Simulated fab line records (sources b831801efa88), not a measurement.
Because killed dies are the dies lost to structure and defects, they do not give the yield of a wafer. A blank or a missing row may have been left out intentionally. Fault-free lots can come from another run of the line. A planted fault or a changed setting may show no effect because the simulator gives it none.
Chamber matching | flow gf180mcu | 3 sister chambers for GF_PASSIVATION_CVD_02 on pecvd-02
The step deposits Si3N4, target thk 700 nm, time 486.18 s. 3 wafers are shown with their chamber, then 10 later ones without.

## WAFERS, EACH WITH ITS CHAMBER
wafer  | chamber | heater-power-w (W)
L082.5 | 2       | 702
L083.1 | 0       | 522
L083.5 | 1       | 703

## WAFERS WITHOUT THEIR CHAMBER
wafer  | heater-power-w (W)
L083.6 | 557
L086.4 | 744
L086.5 | 548
L086.6 | 628
L090.1 | 671
L090.2 | 778
L090.4 | 702
L092.2 | 770
L092.4 | 571
L092.5 | 666

## WHICH CHAMBER EACH ONE RAN IN
wafer  | from the rows above          | in truth
L083.6 | 0                            | 0
L086.4 | can't be placed: 1 or 2      | 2
L086.5 | 0                            | 0
L086.6 | can't be placed: 2 or 1 or 0 | 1
L090.1 | can't be placed: 2 or 1      | 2
L090.2 | can't be placed: 1 or 2      | 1
L090.4 | can't be placed: 2 or 1      | 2
L092.2 | can't be placed: 1 or 2      | 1
L092.4 | can't be placed: 0 or 2 or 1 | 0
L092.5 | can't be placed: 2 or 1      | 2
2 of 10 placed correctly. From these rows, 8 cannot be placed; in 8 the true chamber is one of the candidates. Wrongly placed: 0.
How it was worked out, from the rows above alone: a wafer's distance from a chamber is the root of the sum, over the readings, of the square of ((its reading less the chamber's mean) divided by the reading's scatter). The wafer belongs to the nearest chamber; if the next one is less than 2 further off, it can't be placed. The mean given for a chamber averages the wafers shown for that chamber. The scatter (one wafer shown for each chamber): square how far every hidden wafer sits from the nearest shown wafer, average those squares and take the square root.
